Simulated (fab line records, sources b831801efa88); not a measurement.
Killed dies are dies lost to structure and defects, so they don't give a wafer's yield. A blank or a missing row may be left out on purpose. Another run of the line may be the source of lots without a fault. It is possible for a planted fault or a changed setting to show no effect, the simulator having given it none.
Which tool was responsible? :: flow gf180mcu :: Sampling: 12 lots, 36 wafers, 5 of 602 route steps

WHAT THE GAUGES SHOWED, per wafer
GF_M2_OVL_MEAS_15.
lot: L905
measured: day 19 17:44
on: overlay-01
M2_OVL (nm): 12 4 10

lot: L906
measured: day 20 14:26
on: overlay-02
M2_OVL (nm): 2 9 5

lot: L907
measured: day 21 00:07
on: overlay-02
M2_OVL (nm): 1 7 -2

lot: L909
measured: day 21 19:02
on: overlay-02
M2_OVL (nm): -9 3 -8

lot: L910
measured: day 22 08:44
on: overlay-01
M2_OVL (nm): 7 -2 -3

lot: L912
measured: day 22 18:26
on: overlay-01
M2_OVL (nm): -4 -5 5

lot: L913
measured: day 23 04:18
on: overlay-01
M2_OVL (nm): -1 -3 0

lot: L916
measured: day 24 04:29
on: overlay-01
M2_OVL (nm): -1 -4 3

lot: L917
measured: day 24 06:23
on: overlay-01
M2_OVL (nm): 10 -1 2

lot: L921
measured: day 25 10:52
on: overlay-02
M2_OVL (nm): -7 -4 -1

lot: L922
measured: day 25 22:49
on: overlay-01
M2_OVL (nm): -1 -7 4

lot: L924
measured: day 26 09:14
on: overlay-01
M2_OVL (nm): 9 5 10

GF_V2_THK_MEAS_01.
lot: L905
measured: day 19 18:29
on: film metro-04
V2_CVD_00_THK (nm): 585 598 586

lot: L906
measured: day 20 15:11
on: film metro-03
V2_CVD_00_THK (nm): 605 596 602

lot: L907
measured: day 21 00:52
on: film metro-03
V2_CVD_00_THK (nm): 598 591 597

lot: L909
measured: day 21 19:53
on: film metro-01
V2_CVD_00_THK (nm): 608 601 600

lot: L910
measured: day 22 09:33
on: film metro-04
V2_CVD_00_THK (nm): 508 517 519 509 516 520

lot: L912
measured: day 22 19:19
on: film metro-04
V2_CVD_00_THK (nm): 515 519 513 515 520 512

lot: L913
measured: day 23 05:03
on: film metro-03
V2_CVD_00_THK (nm): 597 600 600

lot: L916
measured: day 24 05:17
on: film metro-04
V2_CVD_00_THK (nm): 514 512 514 513 512 514

lot: L917
measured: day 24 07:08
on: film metro-01
V2_CVD_00_THK (nm): 511 510 514 510 510 513

lot: L921
measured: day 25 11:38
on: film metro-01
V2_CVD_00_THK (nm): 593 592 613

lot: L922
measured: day 25 23:35
on: film metro-04
V2_CVD_00_THK (nm): 599 603 604

lot: L924
measured: day 26 09:59
on: film metro-04
V2_CVD_00_THK (nm): 585 600 598

TOOL THAT RAN EACH LOT (tool first, then ch and the chambers of the sampled wafers, then the start)
lot: L905
GF_V1_ETCH_16: rie diel-01 ch 2,3, day 18 15:49
GF_V1_CVD_23: cvd w-01 ch 0,1, day 18 16:37
GF_V2_CVD_00: hdpcvd-01 ch 0,1,2, day 19 18:25

lot: L906
GF_V1_ETCH_16: rie diel-03 ch 0,1,3, day 19 12:30
GF_V1_CVD_23: cvd w-01 ch 0,1, day 19 13:16
GF_V2_CVD_00: hdpcvd-01 ch 0,2, day 20 15:07

lot: L907
GF_V1_ETCH_16: rie diel-01 ch 1,3, day 19 22:08
GF_V1_CVD_23: cvd w-01 ch 0,1, day 19 22:55
GF_V2_CVD_00: hdpcvd-02 ch 0,1,2, day 21 00:47

lot: L909
GF_V1_ETCH_16: rie diel-01 ch 0,1,3, day 20 17:23
GF_V1_CVD_23: cvd w-02 ch 0,1, day 20 18:16
GF_V2_CVD_00: hdpcvd-01 ch 0,1, day 21 19:49

lot: L910
GF_V1_ETCH_16: rie diel-01 ch 0,3, day 21 06:34
GF_V1_CVD_23: cvd w-01 ch 0,1, day 21 07:44
GF_V2_CVD_00: hdpcvd-01 ch 0,1,2, day 22 09:29

lot: L912
GF_V1_ETCH_16: rie diel-03 ch 0,3, day 21 17:35
GF_V1_CVD_23: cvd w-01 ch 0,1, day 21 18:27
GF_V2_CVD_00: hdpcvd-01 ch 0,1,2, day 22 19:14

lot: L913
GF_V1_ETCH_16: rie diel-03 ch 0,1, day 22 04:09
GF_V1_CVD_23: cvd w-02 ch 0, day 22 04:57
GF_V2_CVD_00: hdpcvd-02 ch 1,2, day 23 04:58

lot: L916
GF_V1_ETCH_16: rie diel-03 ch 0,1, day 23 04:27
GF_V1_CVD_23: cvd w-01 ch 0,1, day 23 05:13
GF_V2_CVD_00: hdpcvd-01 ch 1,2, day 24 05:13

lot: L917
GF_V1_ETCH_16: rie diel-04 ch 0,1,3, day 23 05:54
GF_V1_CVD_23: cvd w-02 ch 0,1, day 23 06:40
GF_V2_CVD_00: hdpcvd-01 ch 0,1, day 24 07:04

lot: L921
GF_V1_ETCH_16: rie diel-04 ch 0,2,3, day 24 12:10
GF_V1_CVD_23: cvd w-02 ch 0,1, day 24 12:58
GF_V2_CVD_00: hdpcvd-02 ch 0,2, day 25 11:34

lot: L922
GF_V1_ETCH_16: rie diel-04 ch 0,3, day 25 00:16
GF_V1_CVD_23: cvd w-01 ch 0,1, day 25 01:04
GF_V2_CVD_00: hdpcvd-02 ch 1,2, day 25 23:30

lot: L924
GF_V1_ETCH_16: rie diel-04 ch 1,3, day 25 11:01
GF_V1_CVD_23: cvd w-02 ch 0,1, day 25 11:49
GF_V2_CVD_00: hdpcvd-02 ch 0,1,2, day 26 09:55
- GF_V1_ETCH_16: etches BARC in N2/H2.
- GF_V1_CVD_23: deposits W, target thk 350 nm, time 105.05 s.
- GF_V2_CVD_00: deposits SiO2, target thk 600 nm, time 100 s.

AS READ BY THE TOOLS THEMSELVES (means over the sampled wafers that have a number; for cases with no such wafer, the mark the record gives instead)
GF_V1_ETCH_16.
lot: L905
tool: rie diel-01
drypump motor current A (A): 5.2
oes product au (a.u.): 0.852
throttle valve pct (%): 13.215

lot: L906
tool: rie diel-03
drypump motor current A (A): 6.1
oes product au (a.u.): 0.857
throttle valve pct (%): 13.228

lot: L907
tool: rie diel-01
drypump motor current A (A): 5.9
oes product au (a.u.): 0.856
throttle valve pct (%): 13.230

lot: L909
tool: rie diel-01
drypump motor current A (A): 5.8
oes product au (a.u.): 0.861
throttle valve pct (%): 13.228

lot: L910
tool: rie diel-01
drypump motor current A (A): 6.0
oes product au (a.u.): 0.856
throttle valve pct (%): 13.219

lot: L912
tool: rie diel-03
drypump motor current A (A): 6.2
oes product au (a.u.): 0.850
throttle valve pct (%): 13.223

lot: L913
tool: rie diel-03
drypump motor current A (A): 5.9
oes product au (a.u.): 0.858
throttle valve pct (%): 13.226

lot: L916
tool: rie diel-03
drypump motor current A (A): 5.9
oes product au (a.u.): 0.857
throttle valve pct (%): 13.232

lot: L917
tool: rie diel-04
drypump motor current A (A): 6.0
oes product au (a.u.): 0.858
throttle valve pct (%): 13.224

lot: L921
tool: rie diel-04
drypump motor current A (A): 5.8
oes product au (a.u.): 0.855
throttle valve pct (%): 13.218

lot: L922
tool: rie diel-04
drypump motor current A (A): 5.6
oes product au (a.u.): 0.854
throttle valve pct (%): 13.227

lot: L924
tool: rie diel-04
drypump motor current A (A): 6.3
oes product au (a.u.): 0.852
throttle valve pct (%): 13.227

GF_V1_CVD_23.
lot: L905
tool: cvd w-01
heater power outer w (W): 537
heater power w (W): 924

lot: L906
tool: cvd w-01
heater power outer w (W): 548
heater power w (W): 945

lot: L907
tool: cvd w-01
heater power outer w (W): 545
heater power w (W): 945

lot: L909
tool: cvd w-02
heater power outer w (W): 575
heater power w (W): 947

lot: L910
tool: cvd w-01
heater power outer w (W): 545
heater power w (W): 958

lot: L912
tool: cvd w-01
heater power outer w (W): 553
heater power w (W): 938

lot: L913
tool: cvd w-02
heater power outer w (W): 576
heater power w (W): 972

lot: L916
tool: cvd w-01
heater power outer w (W): 546
heater power w (W): 944

lot: L917
tool: cvd w-02
heater power outer w (W): 555
heater power w (W): 906

lot: L921
tool: cvd w-02
heater power outer w (W): 549
heater power w (W): 903

lot: L922
tool: cvd w-01
heater power outer w (W): 554
heater power w (W): 980

lot: L924
tool: cvd w-02
heater power outer w (W): 546
heater power w (W): 921

THE ANSWER, worked out from the rows above alone
Rule: usual is defined by the lots themselves. The widest of any qualifying gaps counts: lots, ordered by their means at a reading, are off when they make up no more than a third of the lots, leave a main group of 4 or more, and stand apart from it by 3 or more times the standard deviation of that group's means. Not used: any main group whose means are identical at the precision the tables above print for the reading. A lot without any number at a reading at which 4 lots or more have one is off too. All remaining lots with rows at the step are treated as sound. Order of review: gauges by route order, followed by the tools' own readings, for which a lot's mean as printed above is used. The first step at which some lot is off is used, and at that step the reading that is off furthest; a lot without a number counts as furthest.
Off: at GF_V2_THK_MEAS_01 (V2_CVD_00_THK), L910, L912, L916, L917. The main group: mean 598 nm, standard deviation 4.2.
If a tool, at a process step before that reading, ran all the lots that are off and no sound lot after the first of them, it fits. Gauges at GF_V2_THK_MEAS_01: tried the same way as those tools. One fits: GF_V2_CVD_00 on hdpcvd-01. Its last sound lot is L909 (day 21 19:49), its first lot that is off L910 (day 22 09:29): a fault that began between those two fits.

WHAT THE SIMULATOR HAD PUT IN
Site profile drift: hdpcvd-01, from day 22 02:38 on, at GF_V2_CVD_00. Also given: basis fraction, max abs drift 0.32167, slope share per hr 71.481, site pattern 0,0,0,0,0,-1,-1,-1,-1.
Struck lots among those shown: L910, L912, L916, L917. The rule above found the same.
